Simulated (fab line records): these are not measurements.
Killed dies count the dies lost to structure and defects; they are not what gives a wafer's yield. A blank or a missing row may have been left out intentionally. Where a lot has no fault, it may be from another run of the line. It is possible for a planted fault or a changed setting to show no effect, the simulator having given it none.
fab line records -- flow sky130
[record] lots = 11, wafers = 33, last-day = 50
route steps=708 shown VIA2@519 METAL3@532 PAD_OPEN@708
lots that met no fault: taken from a fault-free run of the same line
start-h: hours from the record's first day to the start of the lot's first wafer shown -- wait-h: time in hours since the lot's previous step -- " the same as in the row above -- L1.1+2: a single row standing in for several wafers -- - value missing, or start not given -- * or withheld: withheld -- < > ~ a bound
route shown NAME@n: names a module that has steps shown in the file, with the first one's number in the route -- usual: mean/standard deviation taken from wafers without a fault -- same: alike in all rows -- chamber/n: place in a boat -- sites: the reading at each site -- _std_site: the values' standard deviation -- _edge_site: mean of outer sites minus mean of inner sites -- radius-mm: for every site, how far away it sits from the centre of the wafer -- mask NAME#n: copy n -- behind: tool/chamber where the wafer was last shaped -- hold: why the lot went on hold/how many hours it stayed there/how the hold came to an end -- device: the n, p or np transistor that did not switch -- end of line: at the end of the route, the tests of the same wafers -- where a step has no rows: the recipe by itself -- killed: count of dies lost to structure and defects at first sort (not the wafer's yield) -- map: per-die view of a wafer (x killed, . not killed, _ where there is no die)
set.NAME: setting as actually run; set.NAME@STEP: the setting as run at that earlier step -- model.NAME: the simulator's own value behind a step, which no gauge read
one table for each step of the route and one row for each wafer, over a sample of lots
services: from which hour (start-h, from the record's first day; less than 0 if before it) a tool's chamber was out of use, for how many hours, and why
[[steps]]
[step SKY_VIA2_CD_MEAS_12]
[recipe] target-cd-nm = 200
[usual] cd-nm = 199.8/1.3
lot.wafer,tool,chamber,start-h,wait-h,cd-nm
L362.2,cd-sem-01,-,838.13,-,200.8
L362.3,cd-sem-01,-,838.13,-,200.3
L362.5,cd-sem-01,-,838.13,-,199.1
L364.1,cd-sem-02,-,859.90,-,200.7
L364.2,cd-sem-02,-,859.90,-,198.9
L364.3,cd-sem-02,-,859.90,-,200.0
L367.1,cd-sem-02,-,905.46,-,200.5
L367.3,cd-sem-02,-,905.46,-,199.2
L367.5,cd-sem-02,-,905.46,-,198.1
L370.3,cd-sem-02,-,915.69,-,196.4
L370.4,cd-sem-02,-,915.69,-,196.8
L370.5,cd-sem-02,-,915.69,-,197.5
L371.1,cd-sem-02,-,937.21,-,201.9
L371.4,cd-sem-02,-,937.21,-,201.7
L371.5,cd-sem-02,-,937.21,-,201.2
L374.4,cd-sem-01,-,944.57,-,198.5
L374.5,cd-sem-01,-,944.57,-,199.1
L374.6,cd-sem-01,-,944.57,-,199.0
L376.3,cd-sem-02,-,948.89,-,199.9
L376.4,cd-sem-02,-,948.89,-,200.2
L376.6,cd-sem-02,-,948.89,-,200.7
L377.2,cd-sem-02,-,961.03,-,199.8
L377.3,cd-sem-02,-,961.03,-,199.8
L377.4,cd-sem-02,-,961.03,-,200.2
L381.2,cd-sem-02,-,990.77,-,200.6
L381.4,cd-sem-02,-,990.77,-,200.3
L381.5,cd-sem-02,-,990.77,-,198.4
L382.3,cd-sem-01,-,993.20,-,199.0
L382.4,cd-sem-01,-,993.20,-,198.8
L382.5,cd-sem-01,-,993.20,-,199.7
L384.2,cd-sem-01,-,1007.37,-,200.5
L384.3,cd-sem-01,-,1007.37,-,200.5
L384.4,cd-sem-01,-,1007.37,-,199.6
[step SKY_VIA2_ETCH_14]
[recipe] chemistry = N2/H2, target = BARC, ion-energy-ev = 200, source-w = 500, bias-w = 100, pressure-mtorr = 30, n2-flow-sccm = 100, h2-flow-sccm = 200, stop-on = SiO2, time-s = 45.9, target-depth-a = 600
[usual] drypump-motor-current-A = 5.9/0.38, oes-product-au = 0.855/0.0046, rf-fwd-power-W = 495.1/1.7, run-length-s = 74.1/0.38, throttle-valve-pct = 13.227/0.0096
lot.wafer,tool,chamber,start-h,wait-h,drypump-motor-current-A,oes-product-au,rf-fwd-power-W,rf-hours-counter-h,run-length-s,throttle-valve-pct
L362.2,rie-diel-02,2,838.27,0.0,5.9,0.852,495.1,0,73.9,13.232
L362.3,rie-diel-02,0,838.27,0.0,6.3,0.861,494.7,17,74.1,13.226
L362.5,rie-diel-02,2,838.27,0.0,5.9,0.853,494.2,-,74.8,13.224
L364.1,rie-diel-02,3,860.05,0.0,6.5,0.856,495.6,15,74.1,13.235
L364.2,rie-diel-02,0,860.05,0.0,6.4,0.853,498.4,18,74.9,13.231
L364.3,rie-diel-02,1,860.05,0.0,6.1,0.857,492.8,7,73.9,13.236
L367.1,rie-diel-04,0,905.62,0.0,5.6,0.858,496.1,27,73.7,13.241
L367.3,rie-diel-04,2,905.62,0.0,5.4,0.859,498.5,14,73.8,13.215
L367.5,rie-diel-04,3,905.62,0.0,6.0,0.854,494.6,-,74.3,13.210
L370.3,rie-diel-04,0,915.80,0.0,5.7,0.892,-,27,71.7,13.243
L370.4,rie-diel-04,2,915.80,0.0,5.4,0.891,-,14,72.4,13.259
L370.5,rie-diel-04,0,915.80,0.0,5.7,0.891,-,-,71.7,13.222
L371.1,rie-diel-04,3,937.37,0.0,6.0,0.892,-,21,71.8,13.229
L371.4,rie-diel-04,2,937.37,0.0,5.4,0.891,-,15,71.8,13.229
L371.5,rie-diel-04,3,937.37,0.0,6.0,0.891,-,-,71.9,13.232
L374.4,rie-diel-02,0,944.67,0.0,6.3,0.855,491.6,20,74.2,13.232
L374.5,rie-diel-02,0,944.67,0.0,6.4,0.851,493.1,-,74.3,13.203
L374.6,rie-diel-02,1,944.67,0.0,6.0,0.855,495.3,-,74.0,13.242
L376.3,rie-diel-02,0,949.00,0.0,6.3,0.860,496.7,20,74.1,13.231
L376.4,rie-diel-02,1,949.00,0.0,6.1,0.850,496.0,9,73.9,13.222
L376.6,rie-diel-02,1,949.00,0.0,6.1,0.861,494.7,-,74.1,13.237
L377.2,rie-diel-02,3,961.17,0.0,6.5,0.861,492.2,18,73.7,13.232
L377.3,rie-diel-02,1,961.17,0.0,6.0,0.851,493.7,10,73.9,13.237
L377.4,rie-diel-02,2,961.17,0.0,5.9,0.859,495.0,3,74.3,13.206
L381.2,rie-diel-01,3,990.90,0.0,6.4,0.853,495.2,21,73.9,13.212
L381.4,rie-diel-01,0,990.90,0.0,5.9,0.849,491.9,3,75.0,13.217
L381.5,rie-diel-01,0,990.90,0.0,5.8,0.860,493.2,-,74.8,13.225
L382.3,rie-diel-01,0,993.32,0.0,5.9,0.854,493.3,3,74.4,13.239
L382.4,rie-diel-01,2,993.32,0.0,5.7,0.843,495.0,13,74.4,13.217
L382.5,rie-diel-01,2,993.32,0.0,5.6,0.859,494.6,-,74.5,13.229
L384.2,rie-diel-02,0,1007.50,0.0,6.4,0.858,494.6,22,74.3,13.229
L384.3,rie-diel-02,2,1007.50,0.0,5.9,0.857,495.1,4,74.3,13.214
L384.4,rie-diel-02,1,1007.50,0.0,6.1,0.854,496.9,11,73.6,13.226
[step SKY_VIA2_STRIP_16]
[recipe] chemistry = O2/N2, power-w = 1400, pressure-mtorr = 1500, platen-temp-c = withheld, o2-flow-sccm = 3000, n2-flow-sccm = 300, overash-fraction = 0.5
[usual] drypump-motor-current-A = 5.7/0.53, oes-product-au = 0.399/0.0043, strip-time-to-endpoint-s = 4.075/0.029
lot.wafer,tool,chamber,start-h,wait-h,drypump-motor-current-A,oes-product-au,rf-hours-counter-h,strip-time-to-endpoint-s
L362.2,plasma-asher-02,1,838.37,0.0,5.8,0.399,10,4.090
L362.3,plasma-asher-02,1,838.37,0.0,5.8,0.399,-,4.050
L362.5,plasma-asher-02,1,838.37,0.0,5.8,0.390,-,4.093
L364.1,plasma-asher-02,0,860.16,0.0,6.0,0.404,12,4.108
L364.2,plasma-asher-02,1,860.16,0.0,5.8,0.396,12,4.052
L364.3,plasma-asher-02,1,860.16,0.0,5.8,0.400,-,4.071
L367.1,plasma-asher-01,0,905.72,0.0,5.2,0.401,103,4.082
L367.3,plasma-asher-01,0,905.72,0.0,5.2,0.402,-,4.061
L367.5,plasma-asher-01,1,905.72,0.0,6.3,0.405,-,4.105
L370.3,plasma-asher-01,0,915.94,0.1,5.1,0.401,-,4.137
L370.4,plasma-asher-01,1,915.94,0.1,6.3,0.400,-,4.127
L370.5,plasma-asher-01,0,915.94,0.1,5.2,0.405,-,4.133
L371.1,plasma-asher-04,1,937.47,0.0,6.2,0.406,86,4.143
L371.4,plasma-asher-04,1,937.47,0.0,6.2,0.405,-,4.109
L371.5,plasma-asher-04,0,937.47,0.0,4.8,0.402,-,4.107
L374.4,plasma-asher-04,0,944.81,0.1,4.8,0.399,-,4.045
L374.5,plasma-asher-04,0,944.81,0.1,4.8,0.395,-,4.070
L374.6,plasma-asher-04,1,944.81,0.1,6.2,0.405,-,4.093
L376.3,plasma-asher-01,1,949.14,0.1,6.3,0.394,-,4.057
L376.4,plasma-asher-01,0,949.14,0.1,5.1,0.402,-,4.086
L376.6,plasma-asher-01,0,949.14,0.1,5.2,0.395,-,4.090
L377.2,plasma-asher-02,0,961.27,0.0,6.0,0.392,21,4.028
L377.3,plasma-asher-02,1,961.27,0.0,5.8,0.399,-,4.076
L377.4,plasma-asher-02,0,961.27,0.0,6.0,0.404,-,4.081
L381.2,plasma-asher-02,0,991.01,0.0,6.0,0.401,25,4.028
L381.4,plasma-asher-02,0,991.01,0.0,6.0,0.394,-,4.054
L381.5,plasma-asher-02,1,991.01,0.0,5.8,0.392,-,4.058
L382.3,plasma-asher-01,1,993.46,0.1,6.3,0.400,-,4.043
L382.4,plasma-asher-01,0,993.46,0.1,5.2,0.402,-,4.089
L382.5,plasma-asher-01,0,993.46,0.1,5.2,0.402,-,4.098
L384.2,plasma-asher-04,0,1007.61,0.0,4.8,0.400,90,4.006
L384.3,plasma-asher-04,1,1007.61,0.0,6.2,0.399,-,4.069
L384.4,plasma-asher-04,0,1007.61,0.0,4.8,0.402,-,4.058
[step SKY_METAL3_SPUTTER_00]
[recipe] material = Ti, target-thk-nm = 15, power-w = 3000, time-s = 10, chamber-pressure-pa = 0.4
[usual] throttle-valve-pct = 30.1/1.2
lot.wafer,tool,chamber,start-h,wait-h,throttle-valve-pct
L362.2,pvd-sputter-02,-,839.63,0.1,28.7
L362.3,pvd-sputter-02,-,839.63,0.1,30.0
L362.5,pvd-sputter-02,-,839.63,0.1,30.2
L364.1,pvd-sputter-04,-,861.42,0.2,28.4
L364.2,pvd-sputter-04,-,861.42,0.2,31.6
L364.3,pvd-sputter-04,-,861.42,0.2,31.4
L367.1,pvd-sputter-04,-,906.99,0.2,28.7
L367.3,pvd-sputter-04,-,906.99,0.2,28.4
L367.5,pvd-sputter-04,-,906.99,0.2,31.4
L370.3,pvd-sputter-02,-,917.21,0.1,31.1
L370.4,pvd-sputter-02,-,917.21,0.1,28.5
L370.5,pvd-sputter-02,-,917.21,0.1,30.2
L371.1,pvd-sputter-03,-,939.28,0.1,30.9
L371.4,pvd-sputter-03,-,939.28,0.1,28.6
L371.5,pvd-sputter-03,-,939.28,0.1,30.9
L374.4,pvd-sputter-02,-,946.48,0.3,31.2
L374.5,pvd-sputter-02,-,946.48,0.3,30.7
L374.6,pvd-sputter-02,-,946.48,0.3,28.8
L376.3,pvd-sputter-03,-,950.37,0.1,31.4
L376.4,pvd-sputter-03,-,950.37,0.1,30.8
L376.6,pvd-sputter-03,-,950.37,0.1,30.0
L377.2,pvd-sputter-04,-,962.54,0.2,31.2
L377.3,pvd-sputter-04,-,962.54,0.2,28.3
L377.4,pvd-sputter-04,-,962.54,0.2,31.4
L381.2,pvd-sputter-03,-,992.66,0.1,30.7
L381.4,pvd-sputter-03,-,992.66,0.1,31.7
L381.5,pvd-sputter-03,-,992.66,0.1,29.9
L382.3,pvd-sputter-03,-,995.13,0.1,30.8
L382.4,pvd-sputter-03,-,995.13,0.1,31.5
L382.5,pvd-sputter-03,-,995.13,0.1,30.7
L384.2,pvd-sputter-04,-,1008.88,0.1,28.5
L384.3,pvd-sputter-04,-,1008.88,0.1,28.7
L384.4,pvd-sputter-04,-,1008.88,0.1,31.6
[step SKY_PAD_OPEN_PROBE_99]
[usual] defect-limited-yield = 82.3/2, killed_at_M0_to_M3 = 44/7.5, killed_at_M4_up = 2.9/1.8, killed-at-contacts = 24/5.1, killed-at-front-end = 16/4.7, killed-at-other = 0.3/0.46, killed-dies = 87/9.9, killed-open = 47/8, killed-short = 39/6.3, sort_bin_3_pad_short = 0.8/0.43, sort_bin_5_function = 10.6/1.6, sort_bin_6_memory = 6.3/1.1, sort-n-pass = 405/9.9, sort-yield-pct = 82.3/2
[same] gross-dies = 492, killed-at-back-side = 0, sort_bin_4_leakage[%] = 0, sort_bin_8_speed[%] = 0
lot.wafer,tool,chamber,start-h,wait-h,defect-limited-yield[%],killed_at_M0_to_M3,killed_at_M4_up,killed-at-contacts,killed-at-front-end,killed-at-other,killed-dies,killed-open,killed-short,sort_bin_3_pad_short[%],sort_bin_5_function[%],sort_bin_6_memory[%],sort-n-pass,sort-yield-pct[%]
L362.2,prober-01,-,1068.30,0.1,82.5,40,2,22,22,0,86,54,32,0.8,11.0,5.7,406,82.5
L362.3,prober-01,-,1068.35,0.2,84.8,31,4,26,14,0,75,37,38,0,10.0,5.3,417,84.8
L362.5,prober-01,-,1068.45,0.2,85.4,39,2,20,11,0,72,44,28,0.4,8.1,6.1,420,85.4
L364.1,prober-01,-,1085.50,0.1,81.5,47,2,25,17,0,91,52,39,0.8,12.2,5.5,401,81.5
L364.2,prober-01,-,1085.55,0.1,79.7,47,2,30,21,0,100,49,51,1.2,12.2,6.9,392,79.7
L364.3,prober-01,-,1085.60,0.2,81.7,42,0,28,19,1,90,50,40,1.0,12.0,5.3,402,81.7
L367.1,prober-02,-,1122.50,0.1,83.3,41,7,20,14,0,82,43,38,0.6,11.4,4.7,410,83.3
L367.3,prober-02,-,1122.60,0.2,80.7,46,5,32,12,0,95,51,44,0.4,12.2,6.7,397,80.7
L367.5,prober-02,-,1122.70,0.2,79.1,58,5,22,18,0,103,50,52,1.6,12.6,6.7,389,79.1
L370.3,prober-01,-,1130.45,0.2,82.9,33,4,35,12,0,84,55,29,0.2,9.8,7.1,408,82.9
L370.4,prober-01,-,1130.50,0.2,80.3,50,2,24,20,1,97,58,38,1.4,11.0,7.3,395,80.3
L370.5,prober-01,-,1130.55,0.2,81.7,37,0,32,21,0,90,50,39,1.0,10.8,6.5,402,81.7
L371.1,prober-01,-,1147.52,0.1,83.3,42,3,22,15,0,82,49,33,0.4,9.6,6.7,410,83.3
L371.4,prober-01,-,1147.67,0.2,83.1,45,3,20,15,0,83,49,34,0.8,8.9,7.1,409,83.1
L371.5,prober-01,-,1147.72,0.2,84.3,36,2,21,18,0,77,37,40,0.4,10.0,5.3,415,84.3
L374.4,prober-01,-,1153.47,0.2,81.5,42,3,21,24,1,91,43,46,1.2,10.4,6.9,401,81.5
L374.5,prober-01,-,1153.52,0.2,78.9,51,7,23,23,0,104,53,50,0.6,11.8,8.7,388,78.9
L374.6,prober-01,-,1153.57,0.2,85.4,41,1,16,14,0,72,35,37,0,9.6,5.1,420,85.4
L376.3,prober-01,-,1156.10,0.2,82.1,41,2,21,23,1,88,52,35,1.0,11.8,5.1,404,82.1
L376.4,prober-01,-,1156.15,0.2,86.2,39,2,16,11,0,68,33,35,0.8,7.7,5.3,424,86.2
L376.6,prober-01,-,1156.25,0.2,80.3,53,5,20,19,0,97,52,43,1.8,10.4,7.5,395,80.3
L377.2,prober-02,-,1163.55,0.1,82.3,48,5,24,10,0,87,41,45,1.4,10.0,6.3,405,82.3
L377.3,prober-02,-,1163.60,0.2,82.1,52,7,19,10,0,88,59,29,1.0,11.4,5.5,404,82.1
L377.4,prober-02,-,1163.65,0.2,81.3,38,5,33,15,1,92,56,31,1.2,10.0,7.5,400,81.3
L381.2,prober-02,-,1184.65,0.1,81.3,51,1,25,14,1,92,45,47,1.0,11.0,6.7,400,81.3
L381.4,prober-02,-,1184.75,0.2,86.4,33,3,21,8,2,67,39,28,0.6,9.8,3.3,425,86.4
L381.5,prober-02,-,1184.80,0.2,81.7,51,0,21,18,0,90,46,43,0.8,11.4,6.1,402,81.7
L382.3,prober-01,-,1190.75,0.2,81.9,46,4,25,13,1,89,55,34,0.8,9.1,8.1,403,81.9
L382.4,prober-01,-,1190.80,0.2,80.1,49,1,33,15,0,98,58,40,1.0,10.6,8.3,394,80.1
L382.5,prober-01,-,1190.85,0.2,81.7,46,2,27,14,1,90,45,44,0.8,11.2,6.3,402,81.7
L384.2,prober-01,-,1196.72,0.1,83.3,33,7,22,19,1,82,42,40,2.2,8.1,6.3,410,83.3
L384.3,prober-01,-,1196.77,0.2,80.9,55,6,21,12,0,94,47,47,0.6,9.3,9.1,398,80.9
L384.4,prober-01,-,1196.82,0.2,85.6,31,1,30,9,0,71,44,27,0.2,8.9,5.3,421,85.6
// killed by level:class
L362.2 VIA1:geometric-particle:open=12 LI_CONTACT:geometric-particle:open=8 VIA3:geometric-particle:open=8 CONTACT:geometric-particle:short=6 FIELD_ISO:geometric-particle:short=5 POLY_GATE:geometric-particle:short=5 VIA2:geometric-particle:open=5 POLY_GATE:geometric-particle:open=4
L362.3 LI_CONTACT:geometric-particle:open=9 VIA1:geometric-particle:open=8 CONTACT:geometric-particle:short=7 VIA2:geometric-particle:open=7 CONTACT:geometric-particle:open=7 POLY_GATE:geometric-particle:short=6 FIELD_ISO:geometric-particle:short=4 METAL4:geometric-particle:short=4
L362.5 CONTACT:geometric-particle:open=13 VIA2:geometric-particle:open=9 VIA1:geometric-particle:short=5 VIA2:geometric-particle:short=5 VIA1:geometric-particle:open=4 FIELD_ISO:geometric-particle:open=3 POLY_GATE:geometric-particle:open=3 SPACER:geometric-particle:open=3
L364.1 VIA1:geometric-particle:open=10 CONTACT:geometric-particle:open=9 FIELD_ISO:geometric-particle:open=6 VIA2:geometric-particle:open=6 METAL1:geometric-particle:short=6 LI_CONTACT:geometric-particle:open=5 METAL1:geometric-particle:open=5 CONTACT:geometric-particle:short=5
L364.2 CONTACT:geometric-particle:open=10 VIA1:geometric-particle:open=8 LI_CONTACT:geometric-particle:open=7 VIA2:geometric-particle:short=7 FIELD_ISO:geometric-particle:short=6 METAL1:geometric-particle:short=6 LI_CONTACT:geometric-particle:short=5 VIA1:geometric-particle:short=5
L364.3 VIA1:geometric-particle:open=11 LOCAL_INTERCONNECT:geometric-particle:short=9 CONTACT:geometric-particle:open=8 VIA3:geometric-particle:open=8 CONTACT:geometric-particle:short=5 VIA2:geometric-particle:open=5 FIELD_ISO:geometric-particle:short=4 LI_CONTACT:geometric-particle:open=4
L367.1 VIA1:geometric-particle:short=8 CONTACT:geometric-particle:open=7 METAL2:geometric-particle:short=7 LI_CONTACT:geometric-particle:open=6 VIA3:geometric-particle:open=6 VIA2:geometric-particle:open=6 METAL4:geometric-particle:short=6 FIELD_ISO:geometric-particle:open=4
L367.3 VIA1:geometric-particle:open=12 CONTACT:geometric-particle:open=10 LI_CONTACT:geometric-particle:open=8 CONTACT:geometric-particle:short=7 FIELD_ISO:geometric-particle:short=6 VIA1:geometric-particle:short=5 VIA2:geometric-particle:open=5 METAL3:geometric-particle:short=5
L367.5 VIA1:geometric-particle:open=15 VIA2:geometric-particle:open=14 METAL2:geometric-particle:short=11 POLY_GATE:geometric-particle:short=6 FIELD_ISO:geometric-particle:short=5 LI_CONTACT:geometric-particle:short=5 LI_CONTACT:geometric-particle:open=5 METAL1:geometric-particle:short=5
L370.3 CONTACT:geometric-particle:open=13 VIA1:geometric-particle:open=11 LI_CONTACT:geometric-particle:open=10 LOCAL_INTERCONNECT:geometric-particle:short=7 POLY_GATE:geometric-particle:open=4 CONTACT:geometric-particle:short=4 FIELD_ISO:geometric-particle:open=3 POLY_GATE:geometric-particle:short=3
L370.4 VIA3:geometric-particle:open=11 CONTACT:geometric-particle:open=10 VIA2:geometric-particle:open=7 FIELD_ISO:geometric-particle:open=6 LI_CONTACT:geometric-particle:open=6 VIA1:geometric-particle:open=6 VIA1:geometric-particle:short=6 METAL1:geometric-particle:short=5
L370.5 VIA1:geometric-particle:open=11 CONTACT:geometric-particle:open=8 LI_CONTACT:geometric-particle:open=7 CONTACT:geometric-particle:short=7 VIA2:geometric-particle:open=7 POLY_GATE:geometric-particle:open=6 FIELD_ISO:geometric-particle:short=5 LOCAL_INTERCONNECT:geometric-particle:short=5
L371.1 VIA1:geometric-particle:open=14 CONTACT:geometric-particle:open=9 METAL2:geometric-particle:short=7 VIA2:geometric-particle:open=6 LI_CONTACT:geometric-particle:open=5 FIELD_ISO:geometric-particle:short=4 POLY_GATE:geometric-particle:open=4 CONTACT:geometric-particle:short=4
L371.4 VIA1:geometric-particle:open=10 VIA2:geometric-particle:open=9 CONTACT:geometric-particle:open=8 POLY_GATE:geometric-particle:short=5 METAL1:geometric-particle:short=5 VIA3:geometric-particle:open=5 SPACER:geometric-particle:open=4 VIA1:geometric-particle:short=4
L371.5 VIA1:geometric-particle:open=7 VIA2:geometric-particle:open=7 CONTACT:geometric-particle:short=6 LI_CONTACT:geometric-particle:open=5 CONTACT:geometric-particle:open=5 FIELD_ISO:geometric-particle:open=4 SPACER:geometric-particle:short=4 LI_CONTACT:geometric-particle:short=4
L374.4 VIA1:geometric-particle:open=9 CONTACT:geometric-particle:open=8 VIA2:geometric-particle:open=8 POLY_GATE:geometric-particle:short=7 POLY_GATE:geometric-particle:open=6 VIA1:geometric-particle:short=5 METAL1:geometric-particle:short=5 METAL2:geometric-particle:short=4
L374.5 VIA1:geometric-particle:open=14 METAL1:geometric-particle:short=10 CONTACT:geometric-particle:open=10 FIELD_ISO:geometric-particle:open=8 FIELD_ISO:geometric-particle:short=6 VIA1:geometric-particle:short=6 LI_CONTACT:geometric-particle:open=6 VIA2:geometric-particle:open=6
L374.6 METAL2:geometric-particle:short=7 METAL1:geometric-particle:short=7 VIA1:geometric-particle:open=6 VIA3:geometric-particle:open=5 POLY_GATE:geometric-particle:open=4 LI_CONTACT:geometric-particle:open=4 LOCAL_INTERCONNECT:geometric-particle:short=4 CONTACT:geometric-particle:open=4
L376.3 VIA1:geometric-particle:open=10 FIELD_ISO:geometric-particle:short=8 LI_CONTACT:geometric-particle:open=8 VIA3:geometric-particle:open=7 CONTACT:geometric-particle:open=6 FIELD_ISO:geometric-particle:open=5 VIA2:geometric-particle:open=5 METAL2:geometric-particle:short=4
L376.4 METAL2:geometric-particle:short=10 CONTACT:geometric-particle:open=8 FIELD_ISO:geometric-particle:open=7 VIA2:geometric-particle:open=5 VIA1:geometric-particle:open=4 VIA2:geometric-particle:short=4 FIELD_ISO:geometric-particle:short=3 METAL3:geometric-particle:short=3
L376.6 VIA1:geometric-particle:open=14 METAL2:geometric-particle:short=10 CONTACT:geometric-particle:open=9 LI_CONTACT:geometric-particle:open=7 FIELD_ISO:geometric-particle:short=6 FIELD_ISO:geometric-particle:open=6 METAL1:geometric-particle:short=6 VIA2:geometric-particle:open=5
L377.2 LOCAL_INTERCONNECT:geometric-particle:short=7 METAL1:geometric-particle:short=7 VIA1:geometric-particle:open=7 LI_CONTACT:geometric-particle:open=5 METAL3:geometric-particle:short=5 VIA3:geometric-particle:short=5 METAL1:geometric-particle:open=5 VIA2:geometric-particle:open=5
L377.3 VIA1:geometric-particle:open=13 LI_CONTACT:geometric-particle:open=8 VIA3:geometric-particle:open=8 VIA2:geometric-particle:open=7 METAL4:geometric-particle:short=5 CONTACT:geometric-particle:open=4 METAL1:geometric-particle:short=4 METAL3:geometric-particle:short=4
L377.4 CONTACT:geometric-particle:open=17 VIA3:geometric-particle:open=10 VIA1:geometric-particle:open=9 LOCAL_INTERCONNECT:geometric-particle:short=6 LI_CONTACT:geometric-particle:open=6 METAL1:geometric-particle:short=4 FIELD_ISO:geometric-particle:short=3 CONTACT:geometric-particle:short=3
L381.2 VIA2:geometric-particle:open=11 LI_CONTACT:geometric-particle:open=9 VIA3:geometric-particle:open=9 CONTACT:geometric-particle:short=7 VIA1:geometric-particle:open=6 METAL3:geometric-particle:short=5 VIA3:geometric-particle:short=5 FIELD_ISO:geometric-particle:short=4
L381.4 CONTACT:geometric-particle:open=12 METAL1:geometric-particle:short=8 VIA3:geometric-particle:open=6 METAL3:geometric-particle:short=5 VIA2:geometric-particle:open=4 LI_CONTACT:geometric-particle:open=4 FIELD_ISO:geometric-particle:open=3 VIA1:geometric-particle:open=3
L381.5 VIA2:geometric-particle:open=9 METAL1:geometric-particle:short=8 VIA3:geometric-particle:open=8 CONTACT:geometric-particle:open=7 VIA1:geometric-particle:open=7 VIA1:geometric-particle:short=7 LI_CONTACT:geometric-particle:open=6 FIELD_ISO:geometric-particle:open=5
L382.3 VIA1:geometric-particle:open=14 CONTACT:geometric-particle:open=9 VIA2:geometric-particle:open=6 LOCAL_INTERCONNECT:geometric-particle:short=5 VIA3:geometric-particle:short=5 VIA3:geometric-particle:open=5 LI_CONTACT:geometric-particle:open=4 CONTACT:geometric-particle:short=4
L382.4 CONTACT:geometric-particle:open=18 VIA2:geometric-particle:open=12 VIA1:geometric-particle:open=8 LI_CONTACT:geometric-particle:open=7 VIA1:geometric-particle:short=7 METAL2:geometric-particle:short=6 POLY_GATE:geometric-particle:short=5 CONTACT:geometric-particle:short=5
L382.5 CONTACT:geometric-particle:open=11 VIA3:geometric-particle:open=9 LI_CONTACT:geometric-particle:open=7 VIA1:geometric-particle:short=6 VIA1:geometric-particle:open=6 POLY_GATE:geometric-particle:open=5 METAL1:geometric-particle:short=5 CONTACT:geometric-particle:short=5
L384.2 CONTACT:geometric-particle:open=9 METAL3:geometric-particle:short=7 VIA1:geometric-particle:open=6 POLY_GATE:geometric-particle:open=5 LI_CONTACT:geometric-particle:open=5 CONTACT:geometric-particle:short=5 VIA2:geometric-particle:open=5 FIELD_ISO:geometric-particle:open=4
L384.3 VIA1:geometric-particle:open=14 CONTACT:geometric-particle:open=8 METAL1:geometric-particle:short=6 POLY_GATE:geometric-particle:short=6 VIA1:geometric-particle:short=6 VIA2:geometric-particle:open=6 LI_CONTACT:geometric-particle:open=5 VIA3:geometric-particle:open=5
L384.4 VIA1:geometric-particle:open=10 LI_CONTACT:geometric-particle:open=8 CONTACT:geometric-particle:open=8 VIA2:geometric-particle:open=6 LOCAL_INTERCONNECT:geometric-particle:short=5 POLY_GATE:geometric-particle:open=4 LI_CONTACT:geometric-particle:short=4 CONTACT:geometric-particle:short=3
[[services]]
tool,chamber,start-h,hours,kind
rie-diel-04,0,815.97,15.1,repair
rie-diel-02,2,822.43,-,clean
rie-diel-02,2,822.43,15.4,scheduled-down
rie-diel-02,2,822.43,15.4,vent-cycle
rie-diel-04,-,822.53,2.8,repair
pvd-sputter-03,-,830.58,4.7,repair
plasma-asher-01,-,833.81,2.8,pm
rie-diel-04,3,844.48,1.9,repair
rie-diel-02,2,858.92,11.4,repair
plasma-asher-01,-,862.77,2.9,repair
pvd-sputter-02,-,883.96,8.4,repair
rie-diel-02,-,887.58,0.7,repair
pvd-sputter-03,-,889.65,2.6,repair
plasma-asher-01,-,891.88,2.3,repair
pvd-sputter-03,-,919.19,7.1,repair
rie-diel-04,3,926.03,1.3,repair
rie-diel-04,-,939.02,0.7,repair
pvd-sputter-03,-,941.96,1.0,repair
pvd-sputter-03,-,945.83,4.2,repair
plasma-asher-04,-,971.54,20.2,pm
rie-diel-04,3,972.65,1.2,repair
rie-diel-04,1,976.89,3.0,repair
plasma-asher-04,-,991.74,2.8,pm
pvd-sputter-03,-,999.96,16.8,repair
[[key]]
[first-sign] step = SKY_VIA2_ETCH_14, reading = oes-product-au, direction = up, sigmas = 7.8, usual = 0.855, struck = 0.891
[effect] step = SKY_VIA2_ETCH_14, reading = run-length-s, direction = down, sigmas = 5.9, usual = *, struck = *
met-at SKY_VIA2_ETCH_14
struck-lots L370,L371
not-acting-at SKY_VIA2_CD_MEAS_12,SKY_VIA2_STRIP_16,SKY_METAL3_SPUTTER_00
onset-between 905.62 915.80
[fault] kind = process-parameter-drift, tool = rie-diel-04, chamber = -, onset-h = 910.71, steps = SKY_VIA2_ETCH_14, channel = time-s, offset = *, shape = step, end-h = 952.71, acts-in = *, stated = *
